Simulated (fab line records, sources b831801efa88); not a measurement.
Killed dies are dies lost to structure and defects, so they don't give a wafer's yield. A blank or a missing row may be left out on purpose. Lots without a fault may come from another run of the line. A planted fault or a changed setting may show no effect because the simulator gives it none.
Which tool did it? | flow gf180mcu | 14 lots, 42 wafers sampled, at 1 step of a route of 602

WHAT THE GAUGES READ, wafer by wafer
GF_V2_CD_MEAS_14: target cd 260 nm.
lot  | measured     | on        | cd_nm (nm)
L773 | day 20 15:06 | cd_sem-02 | 260.4 260.5 259.5
L774 | day 21 03:23 | cd_sem-01 | 261.4 260.5 261.9
L775 | day 21 07:07 | cd_sem-01 | 262.5 262.9 262.7
L776 | day 21 18:20 | cd_sem-02 | 261.7 261.4 261.1
L778 | day 22 09:49 | cd_sem-01 | 259.2 260.7 259.2
L779 | day 22 16:37 | cd_sem-01 | 260.0 260.7 258.8
L780 | day 22 21:34 | cd_sem-02 | 260.1 261.3 261.1
L787 | day 25 10:16 | cd_sem-01 | 260.4 261.7 261.5
L789 | day 25 21:10 | cd_sem-02 | 261.0 262.0 261.0
L790 | day 26 06:31 | cd_sem-01 | 259.9 260.0 258.4
L792 | day 26 22:59 | cd_sem-02 | 260.5 259.6 259.8
L793 | day 27 02:47 | cd_sem-01 | 262.5 263.1 261.8
L794 | day 27 09:16 | cd_sem-01 | 259.7 261.0 260.3
L796 | day 28 00:05 | cd_sem-02 | 259.8 259.7 258.8

WHICH TOOL RAN EACH LOT (tool, then ch and the chambers of the sampled wafers, then the start)
The record holds no process step before these readings.

WHAT THE TOOLS THEMSELVES READ (means of the sampled wafers that have a number; where no wafer has one, the mark that the record gives instead)
The record holds no such reading with a usual standard deviation.

THE ANSWER, worked out from the rows above alone
Rule: what is usual is taken from the lots themselves. Put in order of their means at a reading, lots are off if they are a third of the lots or fewer, leave a main group of 4 or more, and stand apart from it by a gap of 3 or more times the standard deviation of the main group's means; of several such gaps the widest counts. A main group whose means are all the same, to the digits that the tables above print for the reading, isn't used. A lot without any number at a reading at which 4 lots or more have one is off too. The other lots that the step has rows for count as sound. The gauges are gone through in route order, then the tools' own readings, and for those a lot's mean is taken as printed above. The first step at which some lot is off is used, and at that step the reading that is off furthest; a lot without a number counts as furthest.
No lot is off at any reading shown: from this, nothing can be told.

WHAT THE SIMULATOR HAD PUT IN
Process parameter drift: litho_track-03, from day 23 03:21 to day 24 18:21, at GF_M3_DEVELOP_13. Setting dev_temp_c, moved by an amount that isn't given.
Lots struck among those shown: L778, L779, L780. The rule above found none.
